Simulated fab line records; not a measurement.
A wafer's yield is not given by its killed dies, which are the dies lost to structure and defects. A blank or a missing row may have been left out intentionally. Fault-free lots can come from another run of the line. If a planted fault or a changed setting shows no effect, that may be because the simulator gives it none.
Split-lot study    flow sky130    23 wafers read across 5 lots, on a route 708 steps long

== ON THE SPLIT ==
At SKY_LDD_HVN_SOFTBAKE_03 (time 60 s), the setting temp_c was moved away from the recipe's 90 C on 12 of the 23 wafers read, by -3.0% to +3.7%. For the rest of the wafers, this setting stayed at what the recipe calls for.

== FROM THE SPLIT TO THE READING: what the file shows between them, 2 steps ==
- SKY_LDD_HVN_EXPOSE_04: exposes mask HVNTM, target cd 700 nm
- SKY_LDD_HVN_PEB_05

== THE READING ==
NOVOLAK_of_LDD_HVN_COAT_02.thk_nm (the simulator's own value, which no gauge read), in nm, at SKY_LDD_HVN_DEVELOP_06 (develop time 57.97 s). The file gives no usual value for it. The 11 wafers here that ran the recipe average 299.9 nm, standard deviation 0.63 nm.

wafer   tool, chamber at the split  temp_c as run, C  against the recipe  NOVOLAK_of_LDD_HVN_COAT_02.thk_nm, nm  against lot-mates on the recipe
L078.2  litho_track-03, 0           90                recipe              300.8                                  -
L078.3  litho_track-03, 0           90                recipe              299.8                                  -
L078.6  litho_track-03, 0           90                recipe              301.1                                  -
L079.1  litho_track-03, 0           90                recipe              299.9                                  -
L079.2  litho_track-03, 0           87.28             -3.0%               302.1                                  +2.2
L079.4  litho_track-03, 0           87.28             -3.0%               301                                    +1.1
L079.5  litho_track-03, 0           87.28             -3.0%               301.8                                  +1.9
L079.6  litho_track-03, 0           90                recipe              300                                    -
L080.1  litho_track-02, 0           90                recipe              299.9                                  -
L080.2  litho_track-02, 0           88.8              -1.3%               300.2                                  +0.1
L080.4  litho_track-02, 0           90                recipe              300.3                                  -
L080.5  litho_track-02, 0           88.8              -1.3%               300.9                                  +0.8
L080.6  litho_track-02, 0           88.8              -1.3%               300.7                                  +0.6
L081.1  litho_track-03, 0           90                recipe              299.5                                  -
L081.5  litho_track-03, 0           90                recipe              299.5                                  -
L081.2  litho_track-03, 0           88.38             -1.8%               299.6                                  +0.1
L081.3  litho_track-03, 0           88.38             -1.8%               300.6                                  +1.1
L081.4  litho_track-03, 0           88.38             -1.8%               300                                    +0.5
L085.1  litho_track-02, 0           93.37             +3.7%               296.9                                  -2.1
L085.2  litho_track-02, 0           90                recipe              298.9                                  -
L085.3  litho_track-02, 0           93.37             +3.7%               296.4                                  -2.6
L085.4  litho_track-02, 0           90                recipe              299.1                                  -
L085.5  litho_track-02, 0           93.37             +3.7%               295.6                                  -3.4

FIT RESULTS
A straight line over all 23 wafers: NOVOLAK_of_LDD_HVN_COAT_02.thk_nm changes by -0.74 nm for each +1% of temp_c; r = -0.90; the points scatter about the line by 0.71 nm.
The same after taking each lot's own level away (the mean of its wafers on the recipe; 23 wafers): -0.615 nm for each +1%; r = -0.94; scatter 0.45 nm.
That fit puts the effect of the largest move of temp_c on the reading at 2.3 nm.
From 299.00 to 300.57 nm: that is the span of the lots' own levels, equal to 2.5 times the standard deviation above.
Hence the slope depends on the lot-to-lot level, as the two fits are not the same.
Check: -2.62 nm against its lot-mates is what the line predicts for one of the wafers moved furthest among these (+3.7%) when that wafer is left out of the fit. Against them it came out at -2.1 nm.

== FURTHER SPLITS ON THESE WAFERS ==
These wafers also went through other splits before the reading. Each is held against what the fit with the lots' levels taken away leaves over:
other split on the same wafers   wafers away from the commonest value  r with NOVOLAK_of_LDD_HVN_COAT_02.thk_nm (lot level and that fit taken away)
SKY_LDD_P_EXPOSE_04 dose_mj      6                                     +0.11
SKY_LDD_P_IMPLANT_09 energy_kev  6                                     -0.16

== FILE'S OWN FIT ==
NOVOLAK_of_LDD_HVN_COAT_02.thk_nm changes by -0.599 nm for each +1% of temp_c, r = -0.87.
